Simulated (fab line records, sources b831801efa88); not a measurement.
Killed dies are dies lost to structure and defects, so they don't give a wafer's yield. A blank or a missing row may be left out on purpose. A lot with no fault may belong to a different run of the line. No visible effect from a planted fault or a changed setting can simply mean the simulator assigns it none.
A struck lot beside a sound one | flow sky130 | 16 steps out of a route of 708
Sound: wafers L141.1, L141.3, L141.4. The struck wafers were L132.2, L132.4, L132.5. The cause comes at the end.
At each step with rows: each side's tool, then ch and its chambers, then its first start. Under that, the readings that differ: sound wafers | struck wafers | difference of the means | sigmas: that difference in standard deviations of wafers without a fault.
alike: readings with means less than 2 such deviations apart, plus words and numbers identical on both sides. not compared: withheld readings, readings lacking a value on some wafer, bounds such as >300 that could conceal the same value, and numbers that have no deviation in the record and whose values overlap.
Wherever a step has rows on one side only, a row that says differs or no value, or a row with sigmas, the two part there. Numbers that don't overlap but have no deviation are shown without sigmas and don't part them. A reading missing from all wafers of one side parts the sides only when that side holds two or more wafers.

first, 3 steps without rows for these wafers: SKY_SONOS_TUNNEL_EXPOSE_04 (exposes mask TUNM, target cd 410 nm); SKY_SONOS_TUNNEL_PEB_05; SKY_SONOS_TUNNEL_DEVELOP_06 (develop time 60 s).
SKY_SONOS_TUNNEL_CD_MEAS_07 targets a cd of 410 nm.
  sound on cd sem-01, day 16 23:56; struck on cd sem-01, day 12 23:19
  alike: cd nm
SKY_SONOS_TUNNEL_OVL_MEAS_08:
  sound on overlay-02, day 17 00:03; struck on overlay-01, day 12 23:25
  alike: SONOS_TUNNEL_OVL
then, 3 steps without rows for these wafers: SKY_SONOS_TUNNEL_IMPLANT_09; SKY_SONOS_TUNNEL_WET_ETCH_10 (etches SiO2 in dHF, target depth 14 nm, time 280 s); SKY_SONOS_TUNNEL_STRIP_11 (strips in SPM, time 600 s).
SKY_SONOS_TUNNEL_TW_MEAS_12:
  sound on film metro-01, day 17 00:32; struck on film metro-04, day 12 23:52
  alike: SONOS_TUNNEL_TW
then, 2 steps without rows for these wafers: SKY_SONOS_TUNNEL_CLEAN_13 (cleans in dHF, time 20 s); SKY_SONOS_ONO_OXIDATION_00 (stabilise 600 s, purge 300 s, target thk 2.6 nm).
SKY_SONOS_ONO_THK_MEAS_01:
  sound on film metro-04, day 17 03:02; struck on film metro-03, day 13 01:22
  alike: SONOS_ONO_OXIDATION_THK
SKY_SONOS_ONO_CVD_02: deposits Si3N4 from DCS/NH3, target thk 10.5 nm, time 180 s.
  sound on lpcvd-02 ch 1, day 17 03:06; struck on lpcvd-02 ch 1, day 13 02:40
  reading                                     | sound          | struck            | difference | sigmas
  model.Si3N4_of_SONOS_ONO_CVD_02.thk nm (nm) | 10.4 10.5 10.4 | 11.74 11.74 11.72 | +1.30      |
  alike: susceptor temp C, zone power top pct
SKY_SONOS_ONO_THK_MEAS_03:
  sound on film metro-04, day 17 04:09; struck on film metro-04, day 13 03:43
  reading                   | sound             | struck            | difference | sigmas
  SONOS_ONO_CVD_02_THK (nm) | 10.39 10.55 10.40 | 11.67 11.71 11.74 | +1.26      | +6
then, 1 step without rows for these wafers: SKY_SONOS_ONO_CVD_04 (deposits SiO2 from SiH4/N2O, target thk 5.7199 nm).
-- a jump in the record: the struck wafers' starts before and after are 34 days apart (it breaks off in module SONOS_ONO and resumes in module PAD_OPEN, where the first step shown is number 708 of the route) --
SKY_PAD_OPEN_PROBE_99:
  sound on prober-02, day 50 00:23; struck on prober-02, day 46 22:14
  reading                                 | sound                | struck               | difference | sigmas
  model.etest.sonos uncharged.r on ohm um | 817.7 816.2 809.6    | 837.1 827.2 826.3    | +15.7      |
  model.etest.cap ono.gate log10 a cm2    | -7.864 -7.862 -7.535 | -8.665 -8.775 -8.652 | -0.944     |
  model.etest.cap ono.gate bv v (V)       | 16.14 16.14 16.59    | 17.09 17.11 16.86    | +0.73      |
  model.etest.cap ono.tox acc nm (nm)     | 12.84 12.79 12.67    | 13.47 13.59 13.4     | +0.72      |
  model.etest.sonos programmed.vt v (V)   | 1.529 1.496 1.584    | 1.09 1.073 1.179     | -0.42      |
  model.etest.sonos erased.vt v (V)       | -2.323 -2.304 -2.326 | -1.977 -1.947 -2.051 | +0.326     |
  alike: killed_at_M0_to_M3, killed_at_M4_up, killed at contacts, killed at front end, killed at other, killed dies, killed open, killed short
  not compared: model.etest.sonos erased.drive ua um, model.etest.sonos programmed.off log10 a um

WHERE THEY PART
Only at SKY_SONOS_ONO_THK_MEAS_03, as far as this record shows. Later steps at which nothing parts them and some readings are alike: SKY_PAD_OPEN_PROBE_99.

WHY: what had been put in by the simulator
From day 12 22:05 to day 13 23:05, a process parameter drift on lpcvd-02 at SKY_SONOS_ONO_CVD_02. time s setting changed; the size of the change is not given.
